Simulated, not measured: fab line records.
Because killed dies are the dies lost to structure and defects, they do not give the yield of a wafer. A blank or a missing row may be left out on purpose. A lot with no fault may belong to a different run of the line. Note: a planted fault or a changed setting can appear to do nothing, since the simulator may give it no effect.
Which tool was responsible? :: flow sky130 :: 15 lots with 45 wafers sampled at 6 steps, on a route of 708 steps

WHAT THE GAUGES SHOWED, per wafer
SKY_FIELD_ISO_CD_MEAS_13 targets a cd of 150 nm.
lot: L318
measured: day 2 10:57
on: cd-sem-01
cd-nm (nm): 150.9 151.0 150.7

lot: L319
measured: day 2 15:22
on: cd-sem-02
cd-nm (nm): 151.2 150.3 150.4

lot: L320
measured: day 2 20:37
on: cd-sem-02
cd-nm (nm): 152.5 153.0 152.7

lot: L321
measured: day 3 03:02
on: cd-sem-01
cd-nm (nm): 151.5 150.5 152.2

lot: L322
measured: day 3 08:46
on: cd-sem-02
cd-nm (nm): 151.4 151.4 149.2

lot: L324
measured: day 3 18:26
on: cd-sem-02
cd-nm (nm): 151.2 150.6 150.6

lot: L325
measured: day 3 22:22
on: cd-sem-01
cd-nm (nm): 148.6 149.8 148.4

lot: L326
measured: day 4 03:17
on: cd-sem-02
cd-nm (nm): 152.5 151.1 151.0

lot: L327
measured: day 4 09:48
on: cd-sem-01
cd-nm (nm): 150.8 150.2 149.9

lot: L334
measured: day 5 20:53
on: cd-sem-02
cd-nm (nm): 151.5 151.2 150.3

lot: L335
measured: day 6 03:48
on: cd-sem-02
cd-nm (nm): 150.3 148.1 148.2

lot: L336
measured: day 6 06:53
on: cd-sem-01
cd-nm (nm): 150.7 150.9 150.7

lot: L337
measured: day 6 14:34
on: cd-sem-01
cd-nm (nm): 149.3 149.2 147.6

lot: L339
measured: day 7 00:57
on: cd-sem-01
cd-nm (nm): 149.9 150.4 149.4

lot: L340
measured: day 7 03:19
on: cd-sem-02
cd-nm (nm): 147.9 148.2 147.2

SKY_VT_ADJUST_LVTN_TW_MEAS_10.
lot: L318
measured: day 7 09:23
on: film-metro-04
VT_ADJUST_LVTN_TW: 244.3 245.0 243.9

lot: L319
measured: day 7 13:42
on: film-metro-02
VT_ADJUST_LVTN_TW: 244.1 242.6 244.0

lot: L320
measured: day 7 17:42
on: film-metro-03
VT_ADJUST_LVTN_TW: 245.6 245.4 245.8

lot: L321
measured: day 8 00:05
on: film-metro-03
VT_ADJUST_LVTN_TW: 245.6 245.3 244.7

lot: L322
measured: day 8 07:59
on: film-metro-03
VT_ADJUST_LVTN_TW: 246.1 244.8 245.5

lot: L324
measured: day 8 19:49
on: film-metro-02
VT_ADJUST_LVTN_TW: 30.0 30.1 29.8

lot: L325
measured: day 9 01:44
on: film-metro-04
VT_ADJUST_LVTN_TW: 30.4 30.5 30.5

lot: L326
measured: day 9 09:40
on: film-metro-02
VT_ADJUST_LVTN_TW: 30.0 30.0 29.9

lot: L327
measured: day 9 13:59
on: film-metro-03
VT_ADJUST_LVTN_TW: 246.4 246.6 245.2

lot: L334
measured: day 11 11:44
on: film-metro-02
VT_ADJUST_LVTN_TW: 241.8 242.6 242.2

lot: L335
measured: day 11 17:20
on: film-metro-03
VT_ADJUST_LVTN_TW: 247.3 245.6 245.9

lot: L336
measured: day 11 22:05
on: film-metro-04
VT_ADJUST_LVTN_TW: 243.7 243.9 244.9

lot: L337
measured: day 12 06:41
on: film-metro-02
VT_ADJUST_LVTN_TW: 243.2 242.3 242.5

lot: L339
measured: day 12 20:59
on: film-metro-04
VT_ADJUST_LVTN_TW: 243.6 244.2 243.4

lot: L340
measured: day 12 23:25
on: film-metro-03
VT_ADJUST_LVTN_TW: 247.6 247.4 246.0

SKY_POLY_GATE_THK_MEAS_04.
lot: L318
measured: day 15 14:46
on: film-metro-04
POLY_GATE_CVD_03_THK (nm): 75.0 74.7 74.6

lot: L319
measured: day 15 21:26
on: film-metro-02
POLY_GATE_CVD_03_THK (nm): 73.1 73.7 73.9

lot: L320
measured: day 16 00:35
on: film-metro-01
POLY_GATE_CVD_03_THK (nm): 74.6 74.7 74.5

lot: L321
measured: day 16 12:12
on: film-metro-04
POLY_GATE_CVD_03_THK (nm): 74.5 74.1 74.6

lot: L322
measured: day 16 19:51
on: film-metro-02
POLY_GATE_CVD_03_THK (nm): 75.3 74.9 74.8

lot: L324
measured: day 18 02:31
on: film-metro-02
POLY_GATE_CVD_03_THK (nm): 74.2 74.6 73.9

lot: L325
measured: day 18 02:31
on: film-metro-01
POLY_GATE_CVD_03_THK (nm): 74.9 74.8 74.2

lot: L326
measured: day 18 04:39
on: film-metro-01
POLY_GATE_CVD_03_THK (nm): 75.4 75.2 75.0

lot: L327
measured: day 18 09:49
on: film-metro-04
POLY_GATE_CVD_03_THK (nm): 73.8 74.6 74.7

lot: L334
measured: day 21 05:54
on: film-metro-01
POLY_GATE_CVD_03_THK (nm): 73.9 73.4 74.2

lot: L335
measured: day 21 12:40
on: film-metro-04
POLY_GATE_CVD_03_THK (nm): 74.0 74.4 74.2

lot: L336
measured: day 21 20:16
on: film-metro-02
POLY_GATE_CVD_03_THK (nm): 74.4 74.7 75.2

lot: L337
measured: day 22 03:53
on: film-metro-04
POLY_GATE_CVD_03_THK (nm): 75.4 75.0 74.8

lot: L339
measured: day 22 23:17
on: film-metro-04
POLY_GATE_CVD_03_THK (nm): 75.0 75.3 75.5

lot: L340
measured: day 23 06:15
on: film-metro-02
POLY_GATE_CVD_03_THK (nm): 74.8 75.0 75.9

WHICH TOOL RAN EACH LOT (tool, then ch and the chambers of the sampled wafers, then the start)
lot: L318
SKY_FIELD_ISO_CMP_27: cmp-02 ch 0,3, day 2 19:10
SKY_VT_ADJUST_HVTP_STRIP_10: plasma-asher-02 ch 0,1, day 6 13:23
SKY_VT_ADJUST_LVTN_STRIP_09: plasma-asher-02 ch 0,1, day 7 09:17

lot: L319
SKY_FIELD_ISO_CMP_27: cmp-02 ch 2,3, day 2 21:30
SKY_VT_ADJUST_HVTP_STRIP_10: plasma-asher-04 ch 0,1, day 6 17:06
SKY_VT_ADJUST_LVTN_STRIP_09: plasma-asher-03 ch 0, day 7 13:35

lot: L320
SKY_FIELD_ISO_CMP_27: cmp-01 ch 0,1, day 3 02:08
SKY_VT_ADJUST_HVTP_STRIP_10: plasma-asher-02 ch 0,1, day 6 21:23
SKY_VT_ADJUST_LVTN_STRIP_09: plasma-asher-02 ch 0,1, day 7 17:35

lot: L321
SKY_FIELD_ISO_CMP_27: cmp-02 ch 0,2,3, day 3 06:38
SKY_VT_ADJUST_HVTP_STRIP_10: plasma-asher-04 ch 0,1, day 7 03:30
SKY_VT_ADJUST_LVTN_STRIP_09: plasma-asher-03 ch 0,1, day 7 23:59

lot: L322
SKY_FIELD_ISO_CMP_27: cmp-01 ch 1,2,3, day 3 12:53
SKY_VT_ADJUST_HVTP_STRIP_10: plasma-asher-02 ch 0,1, day 7 11:21
SKY_VT_ADJUST_LVTN_STRIP_09: plasma-asher-02 ch 0,1, day 8 07:52

lot: L324
SKY_FIELD_ISO_CMP_27: cmp-02 ch 1,2, day 3 22:32
SKY_VT_ADJUST_HVTP_STRIP_10: plasma-asher-03 ch 0,1, day 7 23:27
SKY_VT_ADJUST_LVTN_STRIP_09: plasma-asher-02 ch 0,1, day 8 19:43

lot: L325
SKY_FIELD_ISO_CMP_27: cmp-01 ch 1,2, day 4 03:16
SKY_VT_ADJUST_HVTP_STRIP_10: plasma-asher-02 ch 0,1, day 8 04:36
SKY_VT_ADJUST_LVTN_STRIP_09: plasma-asher-03 ch 0,1, day 9 01:37

lot: L326
SKY_FIELD_ISO_CMP_27: cmp-01 ch 0,3, day 4 07:58
SKY_VT_ADJUST_HVTP_STRIP_10: plasma-asher-04 ch 0,1, day 8 12:02
SKY_VT_ADJUST_LVTN_STRIP_09: plasma-asher-03 ch 0,1, day 9 09:34

lot: L327
SKY_FIELD_ISO_CMP_27: cmp-02 ch 0,2,3, day 4 13:42
SKY_VT_ADJUST_HVTP_STRIP_10: plasma-asher-04 ch 0,1, day 8 16:00
SKY_VT_ADJUST_LVTN_STRIP_09: plasma-asher-01 ch 0,1, day 9 13:53

lot: L334
SKY_FIELD_ISO_CMP_27: cmp-01 ch 0,2,3, day 6 01:46
SKY_VT_ADJUST_HVTP_STRIP_10: plasma-asher-03 ch 0,1, day 10 13:41
SKY_VT_ADJUST_LVTN_STRIP_09: plasma-asher-03 ch 0,1, day 11 11:38

lot: L335
SKY_FIELD_ISO_CMP_27: cmp-01 ch 0,2,3, day 6 07:19
SKY_VT_ADJUST_HVTP_STRIP_10: plasma-asher-04 ch 1, day 10 18:17
SKY_VT_ADJUST_LVTN_STRIP_09: plasma-asher-02 ch 0,1, day 11 17:14

lot: L336
SKY_FIELD_ISO_CMP_27: cmp-01 ch 0,1,2, day 6 11:07
SKY_VT_ADJUST_HVTP_STRIP_10: plasma-asher-03 ch 0,1, day 10 22:05
SKY_VT_ADJUST_LVTN_STRIP_09: plasma-asher-01 ch 0,1, day 11 21:59

lot: L337
SKY_FIELD_ISO_CMP_27: cmp-02 ch 0,1,3, day 6 18:05
SKY_VT_ADJUST_HVTP_STRIP_10: plasma-asher-03 ch 0,1, day 11 07:05
SKY_VT_ADJUST_LVTN_STRIP_09: plasma-asher-02 ch 0,1, day 12 06:35

lot: L339
SKY_FIELD_ISO_CMP_27: cmp-01 ch 1,3, day 7 06:34
SKY_VT_ADJUST_HVTP_STRIP_10: plasma-asher-04 ch 0,1, day 11 20:47
SKY_VT_ADJUST_LVTN_STRIP_09: plasma-asher-01 ch 0,1, day 12 20:53

lot: L340
SKY_FIELD_ISO_CMP_27: cmp-01 ch 0,1,3, day 7 07:07
SKY_VT_ADJUST_HVTP_STRIP_10: plasma-asher-03 ch 0,1, day 11 23:05
SKY_VT_ADJUST_LVTN_STRIP_09: plasma-asher-03 ch 0,1, day 12 23:19
- SKY_FIELD_ISO_CMP_27: polishes, stops on Si3N4, t overpolish 16 s, target thk 457.8 nm.
- SKY_VT_ADJUST_HVTP_STRIP_10: strips in O2/N2.
- SKY_VT_ADJUST_LVTN_STRIP_09: strips in O2/N2.

WHAT THE TOOLS THEMSELVES READ (means of the sampled wafers that have a number; where no wafer has one, the mark that the record gives instead)
SKY_FIELD_ISO_CMP_27.
lot: L318
tool: cmp-02
motor-current-A (A): 10.8
overpolish-run-s (s): 16.010
platen-rpm (rpm): 59.99
time-to-endpoint-s (s): 115

lot: L319
tool: cmp-02
motor-current-A (A): 11.5
overpolish-run-s (s): 16.003
platen-rpm (rpm): 60.01
time-to-endpoint-s (s): 116

lot: L320
tool: cmp-01
motor-current-A (A): 12.2
overpolish-run-s (s): 16.004
platen-rpm (rpm): 59.95
time-to-endpoint-s (s): 116

lot: L321
tool: cmp-02
motor-current-A (A): 10.5
overpolish-run-s (s): 15.994
platen-rpm (rpm): 59.96
time-to-endpoint-s (s): 117

lot: L322
tool: cmp-01
motor-current-A (A): 12.3
overpolish-run-s (s): 16.001
platen-rpm (rpm): 60.00
time-to-endpoint-s (s): 114

lot: L324
tool: cmp-02
motor-current-A (A): 12.1
overpolish-run-s (s): 16.000
platen-rpm (rpm): 60.00
time-to-endpoint-s (s): 115

lot: L325
tool: cmp-01
motor-current-A (A): 11.4
overpolish-run-s (s): 15.996
platen-rpm (rpm): 60.00
time-to-endpoint-s (s): 115

lot: L326
tool: cmp-01
motor-current-A (A): 12.6
overpolish-run-s (s): 16.003
platen-rpm (rpm): 60.00
time-to-endpoint-s (s): 112

lot: L327
tool: cmp-02
motor-current-A (A): 11.1
overpolish-run-s (s): 15.999
platen-rpm (rpm): 60.00
time-to-endpoint-s (s): 110

lot: L334
tool: cmp-01
motor-current-A (A): 12.8
overpolish-run-s (s): 16.003
platen-rpm (rpm): 60.01
time-to-endpoint-s (s): 114

lot: L335
tool: cmp-01
motor-current-A (A): 12.7
overpolish-run-s (s): 16.004
platen-rpm (rpm): 59.98
time-to-endpoint-s (s): 113

lot: L336
tool: cmp-01
motor-current-A (A): 11.8
overpolish-run-s (s): 16.000
platen-rpm (rpm): 60.00
time-to-endpoint-s (s): 114

lot: L337
tool: cmp-02
motor-current-A (A): 11.7
overpolish-run-s (s): 16.008
platen-rpm (rpm): 60.02
time-to-endpoint-s (s): 110

lot: L339
tool: cmp-01
motor-current-A (A): 11.4
overpolish-run-s (s): 16.005
platen-rpm (rpm): 60.04
time-to-endpoint-s (s): 113

lot: L340
tool: cmp-01
motor-current-A (A): 12.0
overpolish-run-s (s): 15.992
platen-rpm (rpm): 59.99
time-to-endpoint-s (s): 117

SKY_VT_ADJUST_HVTP_STRIP_10.
lot: L318
tool: plasma-asher-02
chamber-pressure-mTorr (mTorr): 1499.3
drypump-motor-current-A (A): 5.9
oes-product-au (a.u.): 0.717
strip-time-to-endpoint-s (s): 14.15

lot: L319
tool: plasma-asher-04
chamber-pressure-mTorr (mTorr): 1499.8
drypump-motor-current-A (A): 5.7
oes-product-au (a.u.): 0.715
strip-time-to-endpoint-s (s): 14.15

lot: L320
tool: plasma-asher-02
chamber-pressure-mTorr (mTorr): 1498.8
drypump-motor-current-A (A): 5.9
oes-product-au (a.u.): 0.720
strip-time-to-endpoint-s (s): 14.16

lot: L321
tool: plasma-asher-04
chamber-pressure-mTorr (mTorr): 1501.2
drypump-motor-current-A (A): 5.8
oes-product-au (a.u.): 0.717
strip-time-to-endpoint-s (s): 14.27

lot: L322
tool: plasma-asher-02
chamber-pressure-mTorr (mTorr): 1499.9
drypump-motor-current-A (A): 5.9
oes-product-au (a.u.): 0.715
strip-time-to-endpoint-s (s): 14.15

lot: L324
tool: plasma-asher-03
chamber-pressure-mTorr (mTorr): -
drypump-motor-current-A (A): -
oes-product-au (a.u.): -
strip-time-to-endpoint-s (s): -

lot: L325
tool: plasma-asher-02
chamber-pressure-mTorr (mTorr): -
drypump-motor-current-A (A): -
oes-product-au (a.u.): -
strip-time-to-endpoint-s (s): -

lot: L326
tool: plasma-asher-04
chamber-pressure-mTorr (mTorr): -
drypump-motor-current-A (A): -
oes-product-au (a.u.): -
strip-time-to-endpoint-s (s): -

lot: L327
tool: plasma-asher-04
chamber-pressure-mTorr (mTorr): 1499.9
drypump-motor-current-A (A): 5.8
oes-product-au (a.u.): 0.715
strip-time-to-endpoint-s (s): 14.14

lot: L334
tool: plasma-asher-03
chamber-pressure-mTorr (mTorr): 1501.0
drypump-motor-current-A (A): 5.2
oes-product-au (a.u.): 0.715
strip-time-to-endpoint-s (s): 14.14

lot: L335
tool: plasma-asher-04
chamber-pressure-mTorr (mTorr): 1500.1
drypump-motor-current-A (A): 5.7
oes-product-au (a.u.): 0.711
strip-time-to-endpoint-s (s): 14.21

lot: L336
tool: plasma-asher-03
chamber-pressure-mTorr (mTorr): 1499.9
drypump-motor-current-A (A): 5.3
oes-product-au (a.u.): 0.714
strip-time-to-endpoint-s (s): 14.17

lot: L337
tool: plasma-asher-03
chamber-pressure-mTorr (mTorr): 1499.6
drypump-motor-current-A (A): 5.2
oes-product-au (a.u.): 0.715
strip-time-to-endpoint-s (s): 14.15

lot: L339
tool: plasma-asher-04
chamber-pressure-mTorr (mTorr): 1498.4
drypump-motor-current-A (A): 5.7
oes-product-au (a.u.): 0.716
strip-time-to-endpoint-s (s): 14.16

lot: L340
tool: plasma-asher-03
chamber-pressure-mTorr (mTorr): 1500.7
drypump-motor-current-A (A): 5.2
oes-product-au (a.u.): 0.719
strip-time-to-endpoint-s (s): 14.18

SKY_VT_ADJUST_LVTN_STRIP_09.
lot: L318
tool: plasma-asher-02
chamber-pressure-mTorr (mTorr): 1501.3
drypump-motor-current-A (A): 5.9
oes-product-au (a.u.): 0.721
strip-time-to-endpoint-s (s): 36.86

lot: L319
tool: plasma-asher-03
chamber-pressure-mTorr (mTorr): 1499.2
drypump-motor-current-A (A): 5.3
oes-product-au (a.u.): 0.724
strip-time-to-endpoint-s (s): 36.97

lot: L320
tool: plasma-asher-02
chamber-pressure-mTorr (mTorr): 1500.6
drypump-motor-current-A (A): 6.1
oes-product-au (a.u.): 0.724
strip-time-to-endpoint-s (s): 36.80

lot: L321
tool: plasma-asher-03
chamber-pressure-mTorr (mTorr): 1499.3
drypump-motor-current-A (A): 5.2
oes-product-au (a.u.): 0.717
strip-time-to-endpoint-s (s): 36.97

lot: L322
tool: plasma-asher-02
chamber-pressure-mTorr (mTorr): 1498.7
drypump-motor-current-A (A): 5.9
oes-product-au (a.u.): 0.720
strip-time-to-endpoint-s (s): 36.96

lot: L324
tool: plasma-asher-02
chamber-pressure-mTorr (mTorr): 1498.9
drypump-motor-current-A (A): 5.9
oes-product-au (a.u.): 0.728
strip-time-to-endpoint-s (s): 53.98

lot: L325
tool: plasma-asher-03
chamber-pressure-mTorr (mTorr): 1499.6
drypump-motor-current-A (A): 5.2
oes-product-au (a.u.): 0.727
strip-time-to-endpoint-s (s): 53.88

lot: L326
tool: plasma-asher-03
chamber-pressure-mTorr (mTorr): 1499.4
drypump-motor-current-A (A): 5.2
oes-product-au (a.u.): 0.729
strip-time-to-endpoint-s (s): 53.78

lot: L327
tool: plasma-asher-01
chamber-pressure-mTorr (mTorr): 1498.8
drypump-motor-current-A (A): 6.0
oes-product-au (a.u.): 0.720
strip-time-to-endpoint-s (s): 36.96

lot: L334
tool: plasma-asher-03
chamber-pressure-mTorr (mTorr): 1500.6
drypump-motor-current-A (A): 5.3
oes-product-au (a.u.): 0.724
strip-time-to-endpoint-s (s): 37.02

lot: L335
tool: plasma-asher-02
chamber-pressure-mTorr (mTorr): 1500.8
drypump-motor-current-A (A): 5.9
oes-product-au (a.u.): 0.725
strip-time-to-endpoint-s (s): 36.89

lot: L336
tool: plasma-asher-01
chamber-pressure-mTorr (mTorr): 1500.3
drypump-motor-current-A (A): 6.0
oes-product-au (a.u.): 0.721
strip-time-to-endpoint-s (s): 36.93

lot: L337
tool: plasma-asher-02
chamber-pressure-mTorr (mTorr): 1499.5
drypump-motor-current-A (A): 6.1
oes-product-au (a.u.): 0.723
strip-time-to-endpoint-s (s): 36.97

lot: L339
tool: plasma-asher-01
chamber-pressure-mTorr (mTorr): 1499.5
drypump-motor-current-A (A): 6.0
oes-product-au (a.u.): 0.729
strip-time-to-endpoint-s (s): 36.93

lot: L340
tool: plasma-asher-03
chamber-pressure-mTorr (mTorr): 1499.4
drypump-motor-current-A (A): 5.2
oes-product-au (a.u.): 0.724
strip-time-to-endpoint-s (s): 36.93

THE ANSWER, worked out from the rows above alone
Rule: the lots themselves supply what counts as usual. The widest of any qualifying gaps counts: lots, ordered by their means at a reading, are off when they make up no more than a third of the lots, leave a main group of 4 or more, and stand apart from it by 3 or more times the standard deviation of that group's means. If all means in a main group match to the digits the tables above print for the reading, that group is not used. Also off: a lot with no number at a reading for which 4 or more lots have one. The other lots that the step has rows for count as sound. After the gauges, taken in route order, come the tools' own readings; for these a lot's mean is taken, as printed above. The first step at which some lot is off is used, and at that step the reading that is off furthest; a lot without a number counts as furthest.
Off: L324, L325, L326, seen at SKY_VT_ADJUST_LVTN_TW_MEAS_10 (VT_ADJUST_LVTN_TW). Mean 244.7 and standard deviation 1.4 in the main group.
A tool fits if, at a process step before that reading, it ran every lot that is off, and no sound lot after the first of them. The gauges at SKY_VT_ADJUST_LVTN_TW_MEAS_10 aren't tried: what is off there is off at SKY_VT_ADJUST_HVTP_STRIP_10 too, on other tools, and a gauge's error can't cause that. Not one of the candidates tried fits.

WHAT THE SIMULATOR HAD INSERTED
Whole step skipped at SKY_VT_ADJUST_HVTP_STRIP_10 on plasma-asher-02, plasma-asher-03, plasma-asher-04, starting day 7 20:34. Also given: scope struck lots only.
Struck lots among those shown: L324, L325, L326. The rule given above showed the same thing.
